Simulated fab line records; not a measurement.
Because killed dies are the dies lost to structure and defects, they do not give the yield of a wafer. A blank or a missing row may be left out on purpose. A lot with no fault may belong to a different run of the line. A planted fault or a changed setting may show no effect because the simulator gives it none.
fab line records	flow sky130
record lots=24	wafers=72	last_day=50
route steps=708 shown VIA1@474 CAPM@537 VIA3@586 METAL4@630 VIA4@656 METAL5@664
lots untouched by any fault: they come from a run of this same line in which no faults occurred
start_h: the number of hours between the record's first day and the start of the first shown wafer of the lot	wait_h: time in hours since the lot's previous step	" same as the row above	L1.1+2: one row covering several wafers at once	- either no value or no given start	* or withheld: withheld	< > ~ a bound
route shown NAME@n: a module of which the file shows steps, and the number in the route of the first	usual: mean/standard deviation of fault-free wafers	same: alike in all rows	chamber/n: place in a boat	sites: the reading at each site	_std_site: the standard deviation of these	_edge_site: inner sites' mean taken away from outer sites' mean	radius_mm: for every site, how far away it sits from the centre of the wafer	mask NAME#n: copy n	behind: the last tool/chamber to shape the wafer	hold: the reason the lot was held/the length of the hold in hours/how it ended	device: the transistor (n, p or np) that didn't switch	end of line: tests run on the same wafers once the route is complete	where a step has no rows: the recipe by itself	killed: the dies lost at the first sort to structure and to defects; this is not the yield of the wafer	map: per-die view of a wafer (x killed, . not killed, _ where there is no die)
set.NAME: the setting as run; set.NAME@STEP: as run at that earlier step	model.NAME: the simulator's own value behind a step, which no gauge read
the route's steps for a sample of lots (tables are steps, rows are wafers)
services: from which hour (start_h, from the record's first day; less than 0 if before it) a tool's chamber was out of use, for how many hours, and why
## steps
# step SKY_VIA1_STRIP_16
# recipe chemistry=O2/N2	power_w=1400	pressure_mtorr=1500	platen_temp_c=withheld	o2_flow_sccm=3000	n2_flow_sccm=300	overash_fraction=0.5
# usual drypump_motor_current_A=5.6/0.5	oes_product_au=0.416/0.0048	strip_time_to_endpoint_s=4.456/0.017
lot.wafer	tool	chamber	start_h	wait_h	drypump_motor_current_A	oes_product_au	rf_hours_counter_h	strip_time_to_endpoint_s
L074.3	plasma_asher-04	0	790.61	0.1	5.0	0.410	-	4.454
L074.5	"	1	"	"	5.4	0.415	-	4.447
L074.6	"	0	"	"	5.0	0.420	-	4.433
L075.2	plasma_asher-02	1	798.11	0.0	5.6	0.416	31	4.458
L075.3	"	1	"	"	5.6	0.416	-	4.449
L075.4	"	0	"	"	5.5	0.419	-	4.461
L076.2	plasma_asher-03	1	802.03	0.0	6.5	0.421	6	4.459
L076.3	"	1	"	"	6.4	0.411	-	4.439
L076.6	"	0	"	"	6.1	0.410	-	4.434
L077.1	plasma_asher-04	1	811.54	0.0	5.4	0.418	104	4.437
L077.4	"	1	"	"	5.4	0.414	-	4.447
L077.6	"	1	"	"	5.4	0.413	-	4.439
L078.2	plasma_asher-02	0	825.89	0.0	5.5	0.407	35	4.467
L078.5	"	0	"	"	5.5	0.418	-	4.470
L078.6	"	1	"	"	5.6	0.418	-	4.498
L079.1	plasma_asher-04	1	828.88	0.0	5.4	0.421	107	4.462
L079.3	"	0	"	"	5.0	0.417	-	4.454
L079.6	"	1	"	"	5.4	0.417	-	4.455
L080.2	plasma_asher-03	0	843.78	0.0	6.1	0.418	11	4.461
L080.4	"	0	"	"	6.1	0.417	-	4.431
L080.6	"	0	"	"	6.1	0.413	-	4.455
L081.1	plasma_asher-04	1	846.97	0.0	5.4	0.408	108	4.424
L081.4	"	1	"	"	5.4	0.415	-	4.455
L081.5	"	1	"	"	5.4	0.416	-	4.472
L082.2	plasma_asher-03	0	851.74	0.0	6.1	0.408	12	4.425
L082.3	"	1	"	"	6.5	0.419	-	4.453
L082.6	"	0	"	"	6.1	0.417	-	4.446
L083.1	plasma_asher-02	1	866.55	0.0	5.6	0.413	39	4.489
L083.5	"	0	"	"	5.5	0.411	-	4.482
L083.6	"	1	"	"	5.6	0.422	-	4.484
L084.1	plasma_asher-04	1	875.33	0.0	5.5	0.421	111	4.441
L084.3	"	0	"	"	5.0	0.418	-	4.456
L084.5	"	1	"	"	5.4	0.418	-	4.467
L085.1	plasma_asher-04	1	877.74	0.0	5.4	0.414	111	4.461
L085.2	"	0	"	"	5.0	0.424	111	4.455
L085.3	"	0	"	"	5.0	0.417	-	4.471
L086.1	plasma_asher-03	1	887.24	0.0	6.5	0.410	16	4.468
L086.2	"	0	"	"	6.1	0.411	16	4.428
L086.6	"	1	"	"	6.4	0.413	-	4.456
L087.3	plasma_asher-03	1	894.76	0.1	6.5	0.420	-	4.443
L087.4	"	0	"	"	6.1	0.412	-	4.496
L087.6	"	1	"	"	6.5	0.412	-	4.438
L088.2	plasma_asher-03	1	898.14	0.0	6.4	0.416	17	4.493
L088.3	"	0	"	"	6.1	0.408	-	4.464
L088.5	"	0	"	"	6.1	0.419	-	4.468
L089.4	plasma_asher-04	1	909.52	0.1	5.4	0.414	-	4.454
L089.5	"	1	"	"	5.4	0.415	-	4.471
L089.6	"	0	"	"	5.0	0.420	-	4.424
L090.1	plasma_asher-03	1	918.23	0.0	6.4	0.420	19	4.434
L090.2	"	0	"	"	6.1	0.410	19	4.435
L090.3	"	1	"	"	6.4	0.417	-	4.446
L092.3	plasma_asher-04	1	928.57	0.1	5.4	0.424	-	4.446
L092.4	"	0	"	"	5.0	0.420	-	4.457
L092.5	"	1	"	"	5.4	0.410	-	4.458
L091.4	plasma_asher-02	0	932.17	0.0	5.5	0.409	-	4.470
L091.5	"	0	"	"	5.5	0.409	-	4.484
L091.6	"	1	"	"	5.6	0.411	-	4.465
L093.2	plasma_asher-04	0	936.28	0.0	5.0	0.422	117	4.472
L093.3	"	0	"	"	5.0	0.407	-	4.477
L093.4	"	1	"	"	5.5	0.422	-	4.467
L094.1	plasma_asher-02	0	940.97	0.0	5.5	0.416	47	4.467
L094.4	"	1	"	"	5.6	0.417	-	4.466
L094.6	"	1	"	"	5.6	0.408	-	4.445
L095.1	plasma_asher-04	0	947.94	0.0	5.0	0.422	118	4.443
L095.4	"	1	"	"	5.4	0.418	-	4.438
L095.6	"	1	"	"	5.4	0.425	-	4.447
L096.3	plasma_asher-04	0	953.35	0.1	5.0	0.414	-	4.465
L096.4	"	1	"	"	5.4	0.419	-	4.467
L096.5	"	1	"	"	5.5	0.415	-	4.490
L097.1	plasma_asher-03	0	959.39	0.0	6.1	0.411	23	4.458
L097.3	"	0	"	"	6.1	0.416	-	4.470
L097.5	"	1	"	"	6.5	0.404	-	4.457
# step SKY_CAPM_CVD_00
# recipe material=SiO2	target_thk_nm=15.5	temp_c=400	time_s=withheld	rf_w=450
# usual heater_power_w=676/80	rf_fwd_power_W=441.1/2.3
lot.wafer	tool	chamber	start_h	wait_h	heater_power_w	rf_fwd_power_W
L074.3	pecvd-04	2	848.75	0.0	609	442.3
L074.5	"	0	"	"	691	441.4
L074.6	"	1	"	"	775	440.8
L075.2	pecvd-04	2	854.80	0.0	636	444.4
L075.3	"	0	"	"	726	440.4
L075.4	"	1	"	"	676	438.5
L076.2	pecvd-03	2	858.11	0.0	705	438.3
L076.3	"	1	"	"	765	445.3
L076.6	"	0	"	"	491	440.1
L077.1	pecvd-03	0	868.69	0.0	594	437.3
L077.4	"	1	"	"	810	445.0
L077.6	"	2	"	"	642	438.7
L078.2	pecvd-03	0	882.30	0.0	567	441.0
L078.5	"	0	"	"	587	439.5
L078.6	"	2	"	"	682	439.2
L079.1	pecvd-04	2	885.55	0.0	669	443.0
L079.3	"	1	"	"	719	443.3
L079.6	"	2	"	"	684	439.3
L080.2	pecvd-04	2	900.58	0.0	726	441.8
L080.4	"	2	"	"	734	441.8
L080.6	"	1	"	"	735	441.3
L081.1	pecvd-02	1	902.11	0.0	694	442.4
L081.4	"	1	"	"	697	442.1
L081.5	"	0	"	"	823	445.1
L082.2	pecvd-03	0	908.12	0.0	533	439.6
L082.3	"	2	"	"	665	440.1
L082.6	"	2	"	"	649	439.6
L083.1	pecvd-03	1	922.23	0.0	689	443.6
L083.5	"	1	"	"	696	444.0
L083.6	"	0	"	"	514	440.6
L084.1	pecvd-03	2	928.86	0.0	628	438.5
L084.3	"	1	"	"	814	441.7
L084.5	"	1	"	"	794	443.2
L085.1	pecvd-03	0	931.93	0.0	601	440.4
L085.2	"	1	"	"	776	444.0
L085.3	"	0	"	"	618	439.0
L086.1	pecvd-02	2	943.11	0.0	706	441.5
L086.2	"	1	"	"	775	438.6
L086.6	"	1	"	"	796	442.2
L087.3	pecvd-03	0	948.24	0.0	593	439.1
L087.4	"	2	"	"	678	438.6
L087.6	"	2	"	"	662	439.7
L088.2	pecvd-03	0	951.93	0.0	590	439.0
L088.3	"	1	"	"	741	443.0
L088.5	"	1	"	"	747	444.9
L089.4	pecvd-03	0	962.32	0.0	538	440.6
L089.5	"	2	"	"	621	438.8
L089.6	"	1	"	"	734	443.8
L090.1	pecvd-04	2	970.44	0.0	603	443.1
L090.2	"	0	"	"	725	440.2
L090.3	"	1	"	"	644	442.0
L092.3	pecvd-04	2	980.92	0.0	620	439.3
L092.4	"	2	"	"	614	443.6
L092.5	"	0	"	"	712	438.7
L091.4	pecvd-03	1	984.68	0.0	712	441.7
L091.5	"	2	"	"	644	436.8
L091.6	"	0	"	"	612	439.5
L093.2	pecvd-02	2	989.00	0.0	683	439.8
L093.3	"	1	"	"	758	439.7
L093.4	"	1	"	"	790	441.6
L094.1	pecvd-04	0	992.54	0.0	654	441.1
L094.4	"	0	"	"	659	440.8
L094.6	"	2	"	"	602	442.6
L095.1	pecvd-02	0	1000.15	0.0	814	445.9
L095.4	"	0	"	"	827	446.4
L095.6	"	2	"	"	663	442.7
L096.3	pecvd-04	1	1005.35	0.0	625	441.6
L096.4	"	2	"	"	645	441.5
L096.5	"	0	"	"	692	440.0
L097.1	pecvd-03	1	1011.77	0.0	731	441.6
L097.3	"	0	"	"	547	441.6
L097.5	"	0	"	"	550	440.1
# step SKY_VIA3_OVL_MEAS_13
# usual VIA3_OVL=4/5.5
lot.wafer	tool	chamber	start_h	wait_h	VIA3_OVL[nm]
L074.3	overlay-01	-	926.63	0.1	9
L074.5	"	-	"	"	10
L074.6	"	-	"	"	16
L075.2	overlay-02	-	931.52	0.1	1
L075.3	"	-	"	"	11
L075.4	"	-	"	"	-4
L076.2	overlay-02	-	936.47	0.1	5
L076.3	"	-	"	"	5
L076.6	"	-	"	"	9
L077.1	overlay-02	-	945.91	0.1	4
L077.4	"	-	"	"	1
L077.6	"	-	"	"	9
L078.2	overlay-01	-	958.36	0.1	3
L078.5	"	-	"	"	5
L078.6	"	-	"	"	-3
L079.1	overlay-01	-	962.04	0.1	-2
L079.3	"	-	"	"	-1
L079.6	"	-	"	"	-1
L080.2	overlay-02	-	975.91	0.1	0
L080.4	"	-	"	"	4
L080.6	"	-	"	"	12
L081.1	overlay-01	-	977.44	0.1	4
L081.4	"	-	"	"	12
L081.5	"	-	"	"	0
L082.2	overlay-02	-	983.24	0.1	-6
L082.3	"	-	"	"	2
L082.6	"	-	"	"	-5
L083.1	overlay-01	-	996.36	0.1	5
L083.5	"	-	"	"	3
L083.6	"	-	"	"	5
L084.1	overlay-01	-	1002.64	0.1	-5
L084.3	"	-	"	"	2
L084.5	"	-	"	"	6
L085.1	overlay-01	-	1005.46	0.1	4
L085.2	"	-	"	"	5
L085.3	"	-	"	"	3
L086.1	overlay-01	-	1015.51	0.1	9
L086.2	"	-	"	"	0
L086.6	"	-	"	"	1
L087.3	overlay-01	-	1021.42	0.1	-5
L087.4	"	-	"	"	7
L087.6	"	-	"	"	6
L088.2	overlay-01	-	1026.26	0.1	2
L088.3	"	-	"	"	-6
L088.5	"	-	"	"	0
L089.4	overlay-02	-	1036.08	0.1	0
L089.5	"	-	"	"	4
L089.6	"	-	"	"	-1
L090.1	overlay-01	-	1041.91	0.1	2
L090.2	"	-	"	"	14
L090.3	"	-	"	"	6
L092.3	overlay-02	-	1052.00	0.1	5
L092.4	"	-	"	"	-2
L092.5	"	-	"	"	-1
L091.4	overlay-02	-	1054.48	0.1	13
L091.5	"	-	"	"	5
L091.6	"	-	"	"	3
L093.2	overlay-02	-	1058.70	0.1	4
L093.3	"	-	"	"	13
L093.4	"	-	"	"	12
L094.1	overlay-02	-	1062.89	0.1	-7
L094.4	"	-	"	"	-7
L094.6	"	-	"	"	-5
L095.1	overlay-02	-	1070.71	0.1	11
L095.4	"	-	"	"	11
L095.6	"	-	"	"	14
L096.3	overlay-02	-	1074.28	0.1	1
L096.4	"	-	"	"	6
L096.5	"	-	"	"	5
L097.1	overlay-02	-	1079.89	0.1	2
L097.3	"	-	"	"	4
L097.5	"	-	"	"	2
# step SKY_METAL4_OVL_MEAS_14
# usual METAL4_OVL=0/5.5
lot.wafer	tool	chamber	start_h	wait_h	METAL4_OVL[nm]
L074.3	overlay-01	-	978.32	0.1	3
L074.5	"	-	"	"	4
L074.6	"	-	"	"	4
L075.2	overlay-02	-	981.52	0.1	1
L075.3	"	-	"	"	6
L075.4	"	-	"	"	5
L076.2	overlay-02	-	987.52	0.1	2
L076.3	"	-	"	"	-3
L076.6	"	-	"	"	-1
L077.1	overlay-02	-	996.71	0.1	-1
L077.4	"	-	"	"	-1
L077.6	"	-	"	"	1
L078.2	overlay-01	-	1008.62	0.1	-1
L078.5	"	-	"	"	3
L078.6	"	-	"	"	6
L079.1	overlay-01	-	1012.16	0.1	4
L079.3	"	-	"	"	2
L079.6	"	-	"	"	3
L080.2	overlay-02	-	1025.22	0.1	-13
L080.4	"	-	"	"	-5
L080.6	"	-	"	"	-8
L081.1	overlay-01	-	1026.46	0.1	2
L081.4	"	-	"	"	1
L081.5	"	-	"	"	1
L082.2	overlay-01	-	1031.17	0.1	4
L082.3	"	-	"	"	2
L082.6	"	-	"	"	-1
L083.1	overlay-02	-	1044.46	0.1	15
L083.5	"	-	"	"	2
L083.6	"	-	"	"	3
L084.1	overlay-01	-	1050.31	0.1	5
L084.3	"	-	"	"	3
L084.5	"	-	"	"	-3
L085.1	overlay-02	-	1053.06	0.1	-1
L085.2	"	-	"	"	4
L085.3	"	-	"	"	0
L086.1	overlay-02	-	1061.56	0.1	-2
L086.2	"	-	"	"	-2
L086.6	"	-	"	"	-6
L087.3	overlay-02	-	1067.72	0.1	-12
L087.4	"	-	"	"	-12
L087.6	"	-	"	"	-13
L088.2	overlay-01	-	1072.16	0.1	-6
L088.3	"	-	"	"	-7
L088.5	"	-	"	"	-4
L089.4	overlay-01	-	1081.38	0.1	5
L089.5	"	-	"	"	9
L089.6	"	-	"	"	3
L090.1	overlay-01	-	1086.17	0.1	2
L090.2	"	-	"	"	10
L090.3	"	-	"	"	0
L092.3	overlay-01	-	1095.92	0.1	-4
L092.4	"	-	"	"	-1
L092.5	"	-	"	"	-3
L091.4	overlay-02	-	1098.33	0.1	-10
L091.5	"	-	"	"	-9
L091.6	"	-	"	"	-5
L093.2	overlay-02	-	1103.62	0.1	5
L093.3	"	-	"	"	1
L093.4	"	-	"	"	2
L094.1	overlay-02	-	1105.37	0.1	0
L094.4	"	-	"	"	-3
L094.6	"	-	"	"	2
L095.1	overlay-01	-	1113.92	0.1	9
L095.4	"	-	"	"	-6
L095.6	"	-	"	"	4
L096.3	overlay-01	-	1117.48	0.1	0
L096.4	"	-	"	"	-2
L096.5	"	-	"	"	-3
L097.1	overlay-02	-	1121.91	0.1	4
L097.3	"	-	"	"	8
L097.5	"	-	"	"	5
# step SKY_VIA4_SPUTTER_17
# recipe material=TiN	target_thk_nm=20	chamber_pressure_pa=5	power_w=4000	time_s=80
# usual throttle_valve_pct=30.0/0.86
lot.wafer	tool	chamber	start_h	wait_h	throttle_valve_pct
L074.3	pvd_sputter-01	-	1003.74	0.0	29.7
L074.5	"	-	"	"	29.6
L074.6	"	-	"	"	29.9
L075.2	pvd_sputter-02	-	1007.72	0.0	29.6
L075.3	"	-	"	"	29.5
L075.4	"	-	"	"	29.3
L076.2	pvd_sputter-02	-	1013.05	0.0	29.5
L076.3	"	-	"	"	30.2
L076.6	"	-	"	"	29.3
L077.1	pvd_sputter-02	-	1022.47	0.0	29.6
L077.4	"	-	"	"	29.6
L077.6	"	-	"	"	29.1
L078.2	pvd_sputter-02	-	1033.43	0.0	30.0
L078.5	"	-	"	"	29.6
L078.6	"	-	"	"	30.4
L079.1	pvd_sputter-02	-	1037.09	0.0	29.7
L079.3	"	-	"	"	30.6
L079.6	"	-	"	"	30.7
L080.2	pvd_sputter-01	-	1049.23	0.0	30.5
L080.4	"	-	"	"	29.2
L080.6	"	-	"	"	29.9
L081.1	pvd_sputter-02	-	1051.04	0.0	29.0
L081.4	"	-	"	"	29.5
L081.5	"	-	"	"	29.4
L082.2	pvd_sputter-02	-	1055.69	0.0	29.6
L082.3	"	-	"	"	29.3
L082.6	"	-	"	"	30.8
L083.1	pvd_sputter-01	-	1067.59	0.0	29.1
L083.5	"	-	"	"	30.4
L083.6	"	-	"	"	32.3
L084.1	pvd_sputter-03	-	1074.33	0.0	30.2
L084.3	"	-	"	"	30.5
L084.5	"	-	"	"	31.1
L085.1	pvd_sputter-03	-	1077.23	0.0	29.1
L085.2	"	-	"	"	30.5
L085.3	"	-	"	"	30.2
L086.1	pvd_sputter-01	-	1084.05	0.0	29.2
L086.2	"	-	"	"	29.9
L086.6	"	-	"	"	30.2
L087.3	pvd_sputter-01	-	1090.78	0.0	32.2
L087.4	"	-	"	"	30.2
L087.6	"	-	"	"	30.3
L088.2	pvd_sputter-02	-	1095.42	0.0	29.4
L088.3	"	-	"	"	29.8
L088.5	"	-	"	"	29.5
L089.4	pvd_sputter-01	-	1104.13	0.0	30.3
L089.5	"	-	"	"	30.3
L089.6	"	-	"	"	32.4
L090.1	pvd_sputter-02	-	1108.53	0.0	30.6
L090.2	"	-	"	"	29.1
L090.3	"	-	"	"	29.6
L092.3	pvd_sputter-01	-	1117.11	0.0	30.1
L092.4	"	-	"	"	29.0
L092.5	"	-	"	"	30.2
L091.4	pvd_sputter-01	-	1120.81	0.0	32.2
L091.5	"	-	"	"	30.4
L091.6	"	-	"	"	29.7
L093.2	pvd_sputter-02	-	1125.58	0.0	29.2
L093.3	"	-	"	"	29.6
L093.4	"	-	"	"	29.8
L094.1	pvd_sputter-02	-	1127.02	0.0	30.3
L094.4	"	-	"	"	29.8
L094.6	"	-	"	"	29.6
L095.1	pvd_sputter-02	-	1135.04	0.0	30.1
L095.4	"	-	"	"	29.5
L095.6	"	-	"	"	30.2
L096.3	pvd_sputter-01	-	1138.81	0.0	29.2
L096.4	"	-	"	"	32.0
L096.5	"	-	"	"	29.0
L097.1	pvd_sputter-02	-	1142.55	0.0	30.4
L097.3	"	-	"	"	29.1
L097.5	"	-	"	"	29.3
# step SKY_METAL5_SPUTTER_03
# recipe material=Ti	target_thk_nm=5	power_w=3000	time_s=3.3	chamber_pressure_pa=0.4
# usual throttle_valve_pct=30.1/0.86
lot.wafer	tool	chamber	start_h	wait_h	throttle_valve_pct
L074.3	pvd_sputter-02	-	1004.54	0.0	30.6
L074.5	"	-	"	"	29.3
L074.6	"	-	"	"	30.4
L075.2	pvd_sputter-02	-	1008.54	0.0	29.0
L075.3	"	-	"	"	30.5
L075.4	"	-	"	"	29.7
L076.2	pvd_sputter-04	-	1013.84	0.0	29.5
L076.3	"	-	"	"	30.4
L076.6	"	-	"	"	30.3
L077.1	pvd_sputter-02	-	1023.26	0.0	28.9
L077.4	"	-	"	"	29.6
L077.6	"	-	"	"	29.6
L078.2	pvd_sputter-04	-	1034.22	0.0	30.9
L078.5	"	-	"	"	30.6
L078.6	"	-	"	"	29.4
L079.1	pvd_sputter-02	-	1037.88	0.0	30.4
L079.3	"	-	"	"	29.1
L079.6	"	-	"	"	30.5
L080.2	pvd_sputter-02	-	1050.03	0.0	29.2
L080.4	"	-	"	"	29.8
L080.6	"	-	"	"	30.4
L081.1	pvd_sputter-01	-	1051.84	0.0	29.2
L081.4	"	-	"	"	29.5
L081.5	"	-	"	"	32.4
L082.2	pvd_sputter-02	-	1056.48	0.0	29.3
L082.3	"	-	"	"	29.2
L082.6	"	-	"	"	30.2
L083.1	pvd_sputter-02	-	1068.38	0.0	29.6
L083.5	"	-	"	"	30.6
L083.6	"	-	"	"	29.0
L084.1	pvd_sputter-01	-	1075.12	0.0	29.8
L084.3	"	-	"	"	30.2
L084.5	"	-	"	"	32.3
L085.1	pvd_sputter-04	-	1078.23	0.0	29.6
L085.2	"	-	"	"	30.5
L085.3	"	-	"	"	30.6
L086.1	pvd_sputter-02	-	1085.00	0.0	29.9
L086.2	"	-	"	"	29.0
L086.6	"	-	"	"	30.6
L087.3	pvd_sputter-04	-	1091.57	0.0	30.2
L087.4	"	-	"	"	30.4
L087.6	"	-	"	"	30.1
L088.2	pvd_sputter-04	-	1096.21	0.0	30.6
L088.3	"	-	"	"	29.7
L088.5	"	-	"	"	30.5
L089.4	pvd_sputter-01	-	1104.92	0.0	29.7
L089.5	"	-	"	"	32.2
L089.6	"	-	"	"	29.2
L090.1	pvd_sputter-01	-	1109.32	0.0	32.3
L090.2	"	-	"	"	29.5
L090.3	"	-	"	"	30.0
L092.3	pvd_sputter-04	-	1117.90	0.0	30.2
L092.4	"	-	"	"	29.6
L092.5	"	-	"	"	30.8
L091.4	pvd_sputter-01	-	1121.75	0.0	32.4
L091.5	"	-	"	"	32.2
L091.6	"	-	"	"	29.3
L093.2	pvd_sputter-04	-	1126.41	0.0	29.7
L093.3	"	-	"	"	30.3
L093.4	"	-	"	"	30.3
L094.1	pvd_sputter-02	-	1127.81	0.0	30.4
L094.4	"	-	"	"	29.3
L094.6	"	-	"	"	29.8
L095.1	pvd_sputter-04	-	1135.83	0.0	30.7
L095.4	"	-	"	"	29.7
L095.6	"	-	"	"	30.4
L096.3	pvd_sputter-01	-	1139.61	0.0	30.3
L096.4	"	-	"	"	30.2
L096.5	"	-	"	"	29.1
L097.1	pvd_sputter-01	-	1143.34	0.0	32.5
L097.3	"	-	"	"	29.4
L097.5	"	-	"	"	30.0
## services
tool	chamber	start_h	hours	kind
plasma_asher-03	-	768.92	2.3	repair
plasma_asher-04	-	775.26	2.3	repair
pvd_sputter-02	-	790.54	0.6	repair
pvd_sputter-02	-	833.43	3.1	repair
pecvd-03	2	835.74	10.8	repair
pvd_sputter-04	-	839.20	1.4	repair
pecvd-04	-	885.74	0.9	repair
plasma_asher-04	-	899.95	1.8	repair
plasma_asher-04	-	912.58	1.0	repair
pecvd-03	-	916.65	5.5	pm
plasma_asher-03	-	917.22	0.3	repair
pvd_sputter-02	-	937.28	6.3	repair
plasma_asher-03	-	937.52	2.8	pm
plasma_asher-04	-	957.66	1.4	repair
pvd_sputter-02	-	986.30	1.4	repair
pvd_sputter-01	-	1007.91	8.1	repair
pvd_sputter-02	-	1016.03	3.7	repair
pecvd-03	-	1042.15	6.0	pm
plasma_asher-04	-	1047.70	2.6	repair
plasma_asher-04	-	1055.30	9.0	pm
pvd_sputter-04	-	1066.26	0.7	repair
pecvd-04	-	1091.73	0.7	repair
pvd_sputter-02	-	1115.66	5.3	repair
plasma_asher-03	-	1129.91	1.6	repair
## key
fault none
